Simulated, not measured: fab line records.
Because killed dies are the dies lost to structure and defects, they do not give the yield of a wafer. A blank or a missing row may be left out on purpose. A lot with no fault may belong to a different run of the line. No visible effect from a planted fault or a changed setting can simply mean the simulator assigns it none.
The tool behind it: which one? / flow gf180mcu / 39 wafers from 13 lots sampled at 4 of the route's 602 steps

## WHAT THE GAUGES READ, wafer by wafer
GF_CONTACT_BOW_MEAS_05. Usual: CONTACT_BOW 66 um, standard deviation 6.6.
lot=L501; measured=day 15 07:24; on=film metro-01; CONTACT_BOW (um)=70 63 66; flag=
lot=L502; measured=day 15 10:59; on=film metro-02; CONTACT_BOW (um)=85 62 76; flag=
lot=L503; measured=day 15 16:14; on=film metro-03; CONTACT_BOW (um)=60 66 58; flag=
lot=L507; measured=day 17 07:45; on=film metro-02; CONTACT_BOW (um)=77 78 67; flag=
lot=L509; measured=day 18 09:53; on=film metro-02; CONTACT_BOW (um)=65 66 73; flag=
lot=L510; measured=day 18 14:19; on=film metro-01; CONTACT_BOW (um)=68 66 66; flag=
lot=L511; measured=day 19 01:40; on=film metro-02; CONTACT_BOW (um)=75 61 67; flag=
lot=L513; measured=day 19 23:02; on=film metro-03; CONTACT_BOW (um)=56 56 67; flag=
lot=L514; measured=day 20 14:32; on=film metro-02; CONTACT_BOW (um)=60 54 65; flag=
lot=L521; measured=day 22 11:49; on=film metro-03; CONTACT_BOW (um)=67 54 65; flag=
lot=L522; measured=day 22 13:44; on=film metro-02; CONTACT_BOW (um)=64 70 69; flag=
lot=L523; measured=day 23 02:03; on=film metro-03; CONTACT_BOW (um)=68 49 59; flag=
lot=L524; measured=day 23 14:46; on=film metro-01; CONTACT_BOW (um)=74 80 78; flag=

GF_M1_RS_MEAS_05: the measuring method here is four-point-probe. Usual: M1_ALCU_RS 0.0696 ohm/sq, standard deviation 0.00094.
lot=L501; measured=day 16 06:50; on=film metro-04; M1_ALCU_RS (ohm/sq)=0.0695 0.0703 0.0691; flag=
lot=L502; measured=day 16 10:46; on=film metro-04; M1_ALCU_RS (ohm/sq)=0.0697 0.0682 0.0699; flag=
lot=L503; measured=day 16 16:10; on=film metro-02; M1_ALCU_RS (ohm/sq)=0.0717 0.0699 0.0712; flag=
lot=L507; measured=day 18 08:43; on=film metro-03; M1_ALCU_RS (ohm/sq)=0.0683 0.0684 0.0701; flag=
lot=L509; measured=day 19 11:56; on=film metro-04; M1_ALCU_RS (ohm/sq)=0.0687 0.0697 0.0691; flag=
lot=L510; measured=day 19 16:20; on=film metro-04; M1_ALCU_RS (ohm/sq)=0.0698 0.0701 0.0706; flag=
lot=L511; measured=day 20 03:44; on=film metro-03; M1_ALCU_RS (ohm/sq)=0.0679 0.0692 0.0689; flag=
lot=L521; measured=day 23 11:44; on=film metro-04; M1_ALCU_RS (ohm/sq)=0.0696 0.0693 0.0693; flag=
lot=L522; measured=day 23 14:11; on=film metro-02; M1_ALCU_RS (ohm/sq)=0.0695 0.0696 0.0687; flag=
lot=L523; measured=day 24 02:16; on=film metro-03; M1_ALCU_RS (ohm/sq)=0.0713 0.0698 0.0699; flag=
lot=L524; measured=day 24 14:11; on=film metro-04; M1_ALCU_RS (ohm/sq)=0.0701 0.0700 0.0702; flag=

## WHICH TOOL RAN EACH LOT (tool, then ch and the chambers of the sampled wafers, then the start)
lot=L501; GF_CONTACT_STRIP_18=plasma asher-04 ch 0,1, day 16 05:36; GF_M1_SPUTTER_02=pvd sputter-02, day 16 06:41
lot=L502; GF_CONTACT_STRIP_18=plasma asher-01 ch 0,1, day 16 09:34; GF_M1_SPUTTER_02=pvd sputter-04, day 16 10:41
lot=L503; GF_CONTACT_STRIP_18=plasma asher-04 ch 0,1, day 16 14:58; GF_M1_SPUTTER_02=pvd sputter-01, day 16 16:05
lot=L507; GF_CONTACT_STRIP_18=plasma asher-01 ch 0,1, day 18 07:30; GF_M1_SPUTTER_02=pvd sputter-02, day 18 08:35
lot=L509; GF_CONTACT_STRIP_18=plasma asher-01 ch 0,1, day 19 10:37; GF_M1_SPUTTER_02=pvd sputter-02, day 19 11:50
lot=L510; GF_CONTACT_STRIP_18=plasma asher-01 ch 0,1, day 19 15:07; GF_M1_SPUTTER_02=pvd sputter-01, day 19 16:14
lot=L511; GF_CONTACT_STRIP_18=plasma asher-02 ch 0,1, day 20 02:31; GF_M1_SPUTTER_02=pvd sputter-02, day 20 03:38
lot=L513; GF_CONTACT_STRIP_18=plasma asher-04 ch 0,1, day 20 23:33; GF_M1_SPUTTER_02=-
lot=L514; GF_CONTACT_STRIP_18=plasma asher-01 ch 0,1, day 21 14:35; GF_M1_SPUTTER_02=-
lot=L521; GF_CONTACT_STRIP_18=plasma asher-01 ch 0,1, day 23 10:31; GF_M1_SPUTTER_02=pvd sputter-04, day 23 11:38
lot=L522; GF_CONTACT_STRIP_18=plasma asher-01 ch 0,1, day 23 12:58; GF_M1_SPUTTER_02=pvd sputter-02, day 23 14:05
lot=L523; GF_CONTACT_STRIP_18=plasma asher-02 ch 0,1, day 24 01:02; GF_M1_SPUTTER_02=pvd sputter-02, day 24 02:09
lot=L524; GF_CONTACT_STRIP_18=plasma asher-04 ch 0,1, day 24 12:58; GF_M1_SPUTTER_02=pvd sputter-04, day 24 14:06
- GF_CONTACT_STRIP_18: strips in O2/N2.
- GF_M1_SPUTTER_02: material AlCu, target thk 450 nm, time 23.9 s.

## WHAT THE TOOLS THEMSELVES READ (means of the sampled wafers that have a number; where no wafer has one, the mark that the record gives instead)
GF_CONTACT_STRIP_18. Usual: chamber pressure mTorr 1500.0 mTorr, standard deviation 1.2; drypump motor current A 5.7 A, standard deviation 0.39; heater power w 336 W, standard deviation 21; oes product au 0.580 a.u., standard deviation 0.0054.
lot=L501; tool=plasma asher-04; chamber pressure mTorr (mTorr)=1500.1; drypump motor current A (A)=5.4; heater power w (W)=325; oes product au (a.u.)=0.579; flag=
lot=L502; tool=plasma asher-01; chamber pressure mTorr (mTorr)=1500.5; drypump motor current A (A)=5.8; heater power w (W)=347; oes product au (a.u.)=0.579; flag=
lot=L503; tool=plasma asher-04; chamber pressure mTorr (mTorr)=1500.0; drypump motor current A (A)=5.7; heater power w (W)=312; oes product au (a.u.)=0.576; flag=
lot=L507; tool=plasma asher-01; chamber pressure mTorr (mTorr)=1499.3; drypump motor current A (A)=5.9; heater power w (W)=348; oes product au (a.u.)=0.581; flag=
lot=L509; tool=plasma asher-01; chamber pressure mTorr (mTorr)=1500.1; drypump motor current A (A)=5.9; heater power w (W)=351; oes product au (a.u.)=0.578; flag=
lot=L510; tool=plasma asher-01; chamber pressure mTorr (mTorr)=1501.4; drypump motor current A (A)=5.8; heater power w (W)=346; oes product au (a.u.)=0.581; flag=
lot=L511; tool=plasma asher-02; chamber pressure mTorr (mTorr)=1500.4; drypump motor current A (A)=5.5; heater power w (W)=348; oes product au (a.u.)=0.583; flag=
lot=L513; tool=plasma asher-04; chamber pressure mTorr (mTorr)=-; drypump motor current A (A)=-; heater power w (W)=-; oes product au (a.u.)=-; flag=OFF
lot=L514; tool=plasma asher-01; chamber pressure mTorr (mTorr)=-; drypump motor current A (A)=-; heater power w (W)=-; oes product au (a.u.)=-; flag=OFF
lot=L521; tool=plasma asher-01; chamber pressure mTorr (mTorr)=1498.6; drypump motor current A (A)=5.9; heater power w (W)=350; oes product au (a.u.)=0.583; flag=
lot=L522; tool=plasma asher-01; chamber pressure mTorr (mTorr)=1499.7; drypump motor current A (A)=5.7; heater power w (W)=346; oes product au (a.u.)=0.580; flag=
lot=L523; tool=plasma asher-02; chamber pressure mTorr (mTorr)=1498.8; drypump motor current A (A)=5.5; heater power w (W)=355; oes product au (a.u.)=0.583; flag=
lot=L524; tool=plasma asher-04; chamber pressure mTorr (mTorr)=1500.2; drypump motor current A (A)=5.7; heater power w (W)=312; oes product au (a.u.)=0.580; flag=

GF_M1_SPUTTER_02. Usual: cathode dc power W 10600 W, standard deviation 2.1; throttle valve pct 30.5 %, standard deviation 0.89.
lot=L501; tool=pvd sputter-02; cathode dc power W (W)=10601; throttle valve pct (%)=30.8; flag=
lot=L502; tool=pvd sputter-04; cathode dc power W (W)=10601; throttle valve pct (%)=31.6; flag=
lot=L503; tool=pvd sputter-01; cathode dc power W (W)=10601; throttle valve pct (%)=29.7; flag=
lot=L507; tool=pvd sputter-02; cathode dc power W (W)=10602; throttle valve pct (%)=30.7; flag=
lot=L509; tool=pvd sputter-02; cathode dc power W (W)=10598; throttle valve pct (%)=30.8; flag=
lot=L510; tool=pvd sputter-01; cathode dc power W (W)=10602; throttle valve pct (%)=29.3; flag=
lot=L511; tool=pvd sputter-02; cathode dc power W (W)=10599; throttle valve pct (%)=30.8; flag=
lot=L521; tool=pvd sputter-04; cathode dc power W (W)=10600; throttle valve pct (%)=31.0; flag=
lot=L522; tool=pvd sputter-02; cathode dc power W (W)=10598; throttle valve pct (%)=30.7; flag=
lot=L523; tool=pvd sputter-02; cathode dc power W (W)=10601; throttle valve pct (%)=30.5; flag=
lot=L524; tool=pvd sputter-04; cathode dc power W (W)=10598; throttle valve pct (%)=31.2; flag=

## THE ANSWER, worked out from the rows above alone
Rule: lot off if the mean of its wafers having a number is beyond 3 standard deviations from the usual mean. A lot without any number at a reading at which 4 lots or more have one is off too. Any other lot the step has rows for is counted as sound. After the gauges, taken in route order, come the tools' own readings; for these a lot's mean is taken, as printed above. The first step at which some lot is off is used, and at that step the reading that is off furthest; a lot without a number counts as furthest.
Off: L513, L514 (GF_CONTACT_STRIP_18, chamber pressure mTorr). Without a number there: L513, L514.
If a tool, at that step or one of the process steps before it, ran each lot that is off and ran no sound lot following the first of them, it fits. No candidate that was tried fits.

## WHAT HAD BEEN PUT IN BY THE SIMULATOR
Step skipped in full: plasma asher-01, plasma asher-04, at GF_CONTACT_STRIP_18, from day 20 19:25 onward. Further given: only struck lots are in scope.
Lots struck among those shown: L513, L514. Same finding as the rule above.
